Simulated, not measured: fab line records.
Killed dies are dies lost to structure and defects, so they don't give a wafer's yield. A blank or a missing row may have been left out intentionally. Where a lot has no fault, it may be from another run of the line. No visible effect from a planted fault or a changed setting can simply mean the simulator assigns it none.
Chamber matching -- flow gf180mcu -- GF_V5_CMP_04 on cmp-01 has 4 sister chambers
The step polishes SiO2. 8 wafers are shown with their chamber, then 9 later ones without.

## WAFERS, EACH WITH ITS CHAMBER
wafer,chamber,motor-current-A (A)
L320.6,3,13.2
L324.2,1,11.5
L328.3,3,12.0
L329.1,1,10.6
L329.2,0,12.0
L334.1,2,9.6
L334.2,0,12.3
L334.5,2,10.4

## WAFERS WITHOUT THEIR CHAMBER
wafer,motor-current-A (A)
L336.1,10.8
L336.2,10.5
L336.6,12.0
L337.1,11.9
L337.4,13.3
L337.5,12.5
L340.1,10.9
L340.2,13.3
L340.4,10.6

## CHAMBER TAKEN BY EACH
wafer,from the rows above,in truth
L336.1,can't be placed: 1 or 2 or 0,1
L336.2,can't be placed: 2 or 1 or 0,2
L336.6,can't be placed: 0 or 3 or 1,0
L337.1,can't be placed: 0 or 3 or 1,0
L337.4,can't be placed: 3 or 0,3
L337.5,can't be placed: 3 or 0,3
L340.1,can't be placed: 1 or 2 or 0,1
L340.2,can't be placed: 3 or 0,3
L340.4,can't be placed: 1 or 2 or 0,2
Correctly placed: 0 of 9. Cannot be placed on the basis of these rows: 9; the candidates contain the true chamber in 9. 0 placed wrongly.
How it was worked out, from the rows above alone: a wafer's distance from a chamber is the root of the sum, over the readings, of the square of ((its reading less the chamber's mean) divided by the reading's scatter). The wafer belongs to the nearest chamber; if the next one is less than 2 further off, it can't be placed. A chamber's mean is the mean of its shown wafers. The scatter: take each reading less its chamber's mean, square it, sum over the shown wafers, divide by the number of wafers less the number of chambers, and take the root.
